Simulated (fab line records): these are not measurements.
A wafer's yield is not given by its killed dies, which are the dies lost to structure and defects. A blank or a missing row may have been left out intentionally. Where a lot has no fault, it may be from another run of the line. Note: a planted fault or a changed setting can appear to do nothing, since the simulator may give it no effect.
Check of tool commonality	flow sky130	Sampled: 13 lots, 39 wafers

WHAT PROMPTED THE OPENING
Of 13 lots, 3 have the reading NWELL_RS flagged at SKY_NWELL_RS_MEAS_29. Fault-free wafers read 624.6 ohm/sq, with a standard deviation of 1.9.
Rule: a lot is flagged when every wafer of it that has a number lies more than 4 standard deviations from that mean, or none has a number. The rest of the lots are taken to be sound.

lot	measured	on	NWELL_RS (ohm/sq), wafer by wafer	flag
L375	day 5 06:56	film_metro-03	608.6 607.4 609.5	FLAGGED
L376	day 5 14:01	film_metro-02	622.9 621.6 620.9	
L380	day 6 12:04	film_metro-02	620.7 623.2 621.8	
L382	day 7 07:58	film_metro-01	625.2 625.2 626.2	
L385	day 8 01:25	film_metro-02	605.1 606.7 606.4	FLAGGED
L384	day 8 01:50	film_metro-01	606.7 606.4 607.0	FLAGGED
L388	day 8 18:04	film_metro-03	621.5 624.3 623.2	
L387	day 8 21:59	film_metro-01	627.0 625.5 625.2	
L389	day 8 23:21	film_metro-03	621.8 622.7 622.2	
L394	day 10 03:25	film_metro-03	626.7 626.5 624.3	
L395	day 10 08:14	film_metro-03	625.6 625.2 627.4	
L396	day 10 13:25	film_metro-03	625.7 625.3 625.8	
L397	day 10 20:54	film_metro-03	623.5 623.4 624.4	
Average over the flagged lots: 607.1 ohm/sq; offset from the usual -17.5 ohm/sq, equal to -9 standard deviations.

TOOL THAT RAN EACH LOT
The record holds 1 process step before the reading, out of a route of 708 steps. Read each cell as the tool, then ch plus the chambers that the sampled wafers visited, then the start.
lot	flag	SKY_NWELL_IMPLANT_13
L375	FLAGGED	implanter-03 ch 0, day 4 13:08
L376		implanter-04 ch 0, day 4 20:00
L380		implanter-03 ch 0, day 5 17:12
L382		implanter-02 ch 0, day 6 11:31
L385	FLAGGED	implanter-04 ch 0, day 7 04:18
L384	FLAGGED	implanter-03 ch 0, day 7 04:39
L388		implanter-03 ch 0, day 7 21:27
L387		implanter-04 ch 0, day 8 01:05
L389		implanter-03 ch 0, day 8 02:01
L394		implanter-04 ch 0, day 9 05:10
L395		implanter-03 ch 0, day 9 08:59
L396		implanter-04 ch 0, day 9 13:52
L397		implanter-03 ch 0, day 9 21:40
These steps, and what they do:
- SKY_NWELL_IMPLANT_13
- SKY_NWELL_RS_MEAS_29: measures by four-point-probe.

FLAGGED AGAINST TOTAL, ONE TOOL AT A TIME (gauges that did the reading follow at the end)
step	tool	lots run	flagged	share of the flagged lots	sound lots run after its first flagged lot
SKY_NWELL_IMPLANT_13	implanter-02	1	0	none	-
SKY_NWELL_IMPLANT_13	implanter-03	7	2	some	5 (L380,L388,L389,L395,L397)
SKY_NWELL_IMPLANT_13	implanter-04	5	1	some	3 (L387,L394,L396)
SKY_NWELL_RS_MEAS_29	film_metro-01	3	1	some	1 (L387)
SKY_NWELL_RS_MEAS_29	film_metro-02	3	1	some	0
SKY_NWELL_RS_MEAS_29	film_metro-03	7	1	some	6 (L388,L389,L394,L395,L396,L397)

WHAT THE TABLE PERMITS
No row of the table ran every flagged lot.

WHAT THE SIMULATOR HAD INSERTED
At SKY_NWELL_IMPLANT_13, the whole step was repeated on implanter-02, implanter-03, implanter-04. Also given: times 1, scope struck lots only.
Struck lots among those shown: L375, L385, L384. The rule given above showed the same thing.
